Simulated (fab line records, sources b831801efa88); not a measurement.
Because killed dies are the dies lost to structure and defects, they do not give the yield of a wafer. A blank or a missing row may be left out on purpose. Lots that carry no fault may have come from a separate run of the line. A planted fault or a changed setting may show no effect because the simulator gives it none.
Which of the tools did it? :: flow sky130 :: at 1 step of a route of 708, 10 lots with 30 wafers sampled

== WHAT THE GAUGES SHOWED, per wafer ==
SKY_METAL4_OVL_MEAS_14.
lot: L128
measured: day 41 13:53
on: overlay-02
METAL4_OVL (nm): 8 2 3

lot: L131
measured: day 42 14:40
on: overlay-01
METAL4_OVL (nm): 3 -4 -3

lot: L133
measured: day 43 05:52
on: overlay-02
METAL4_OVL (nm): 11 3 6

lot: L135
measured: day 44 00:04
on: overlay-02
METAL4_OVL (nm): 11 7 5

lot: L136
measured: day 44 05:02
on: overlay-02
METAL4_OVL (nm): -1 4 1

lot: L138
measured: day 44 17:02
on: overlay-02
METAL4_OVL (nm): -5 3 -6

lot: L143
measured: day 45 22:19
on: overlay-02
METAL4_OVL (nm): 6 2 1

lot: L149
measured: day 47 14:38
on: overlay-01
METAL4_OVL (nm): 1 4 -7

lot: L150
measured: day 47 17:13
on: overlay-02
METAL4_OVL (nm): 2 -6 -4

lot: L151
measured: day 47 22:47
on: overlay-02
METAL4_OVL (nm): 2 -7 -7

== WHICH TOOL RAN EACH LOT (tool, then ch and the chambers of the sampled wafers, then the start) ==
The record shows no process step preceding these readings.

== AS READ BY THE TOOLS THEMSELVES (means over the sampled wafers that have a number; for cases with no such wafer, the mark the record gives instead) ==
The record holds no such reading with a usual standard deviation.

== THE ANSWER, worked out from the rows above alone ==
Rule: the lots themselves supply what counts as usual. The widest of any qualifying gaps counts: lots, ordered by their means at a reading, are off when they make up no more than a third of the lots, leave a main group of 4 or more, and stand apart from it by 3 or more times the standard deviation of that group's means. The tables above print the reading to a certain number of digits; a main group whose means all agree to those digits is not used. A lot without any number at a reading at which 4 lots or more have one is off too. Any other lot the step has rows for is counted as sound. First the gauges in route order, then the tools' own readings, where a lot's mean is used as printed above. The first step at which some lot is off is used, and at that step the reading that is off furthest; a lot without a number counts as furthest.
No lot is off at any reading shown: from this, nothing can be told.

== WHAT HAD BEEN PUT IN BY THE SIMULATOR ==
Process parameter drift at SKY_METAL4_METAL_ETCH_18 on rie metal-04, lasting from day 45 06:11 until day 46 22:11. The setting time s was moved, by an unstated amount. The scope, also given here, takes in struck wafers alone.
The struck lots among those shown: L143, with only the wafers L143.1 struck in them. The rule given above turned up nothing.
